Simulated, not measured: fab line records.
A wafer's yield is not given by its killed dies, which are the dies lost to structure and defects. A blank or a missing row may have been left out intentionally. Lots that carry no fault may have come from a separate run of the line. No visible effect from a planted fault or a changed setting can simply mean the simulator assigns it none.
The tool behind it: which one? -- flow sky130 -- Sampling: 6 lots, 18 wafers, 4 of 708 route steps

WHAT EACH GAUGE READ, for each wafer
SKY_VIA2_THK_MEAS_01.
lot,measured,on,VIA2_HDPCVD_THK (nm)
L377,day 36 22:47,film_metro-01,1163 1163 1162
L379,day 37 17:12,film_metro-04,1182 1191 1208
L381,day 38 05:30,film_metro-01,1186 1185 1178
L388,day 40 03:57,film_metro-04,1193 1193 1206
L391,day 40 23:08,film_metro-03,1173 1166 1171
L396,day 42 07:05,film_metro-01,1162 1169 1162

WHICH TOOL RAN EACH LOT (tool, then ch and the chambers of the sampled wafers, then the start)
lot,SKY_METAL1_SPUTTER_04,SKY_METAL2_DESCUM_17,SKY_METAL2_ETCH_18
L377,"pvd_sputter-03, day 33 09:48","rie_metal-01 ch 0,1, day 36 21:53","rie_metal-01 ch 0,1, day 36 21:55"
L379,"pvd_sputter-01, day 34 05:11","rie_metal-04 ch 0,1, day 37 16:17","rie_metal-04 ch 0,1, day 37 16:19"
L381,"pvd_sputter-02, day 34 16:52","rie_metal-02 ch 0,1, day 38 04:35","rie_metal-02 ch 0,1, day 38 04:37"
L388,"pvd_sputter-02, day 36 17:05","rie_metal-01 ch 0,1, day 40 03:02","rie_metal-01 ch 0,1, day 40 03:05"
L391,"pvd_sputter-01, day 37 14:27","rie_metal-01 ch 0,1, day 40 22:12","rie_metal-01 ch 0,1, day 40 22:14"
L396,"pvd_sputter-01, day 39 00:02","rie_metal-01 ch 0, day 42 06:05","rie_metal-01 ch 0, day 42 06:07"
- SKY_METAL1_SPUTTER_04: material TiN, target thk 70 nm, time 58.3 s.
- SKY_METAL2_DESCUM_17: chemistry O2, time 8 s.
- SKY_METAL2_ETCH_18: etches BARC in N2/H2, stops on SiO2, time 45.9 s, target depth 60 nm.

THE ANSWER, worked out from the rows above alone
Rule: what is usual is taken from the lots themselves. Put in order of their means at a reading, lots are off if they are a third of the lots or fewer, leave a main group of 4 or more, and stand apart from it by a gap of 3 or more times the standard deviation of the main group's means; of several such gaps the widest counts. Not used: any main group whose means are identical at the precision the tables above print for the reading. Also off: a lot with no number at a reading for which 4 or more lots have one. Where the step has rows for the other lots, those lots are counted as sound.
Nothing can be told from this: no lot is off at any reading shown.

WHAT WAS PUT IN BY THE SIMULATOR
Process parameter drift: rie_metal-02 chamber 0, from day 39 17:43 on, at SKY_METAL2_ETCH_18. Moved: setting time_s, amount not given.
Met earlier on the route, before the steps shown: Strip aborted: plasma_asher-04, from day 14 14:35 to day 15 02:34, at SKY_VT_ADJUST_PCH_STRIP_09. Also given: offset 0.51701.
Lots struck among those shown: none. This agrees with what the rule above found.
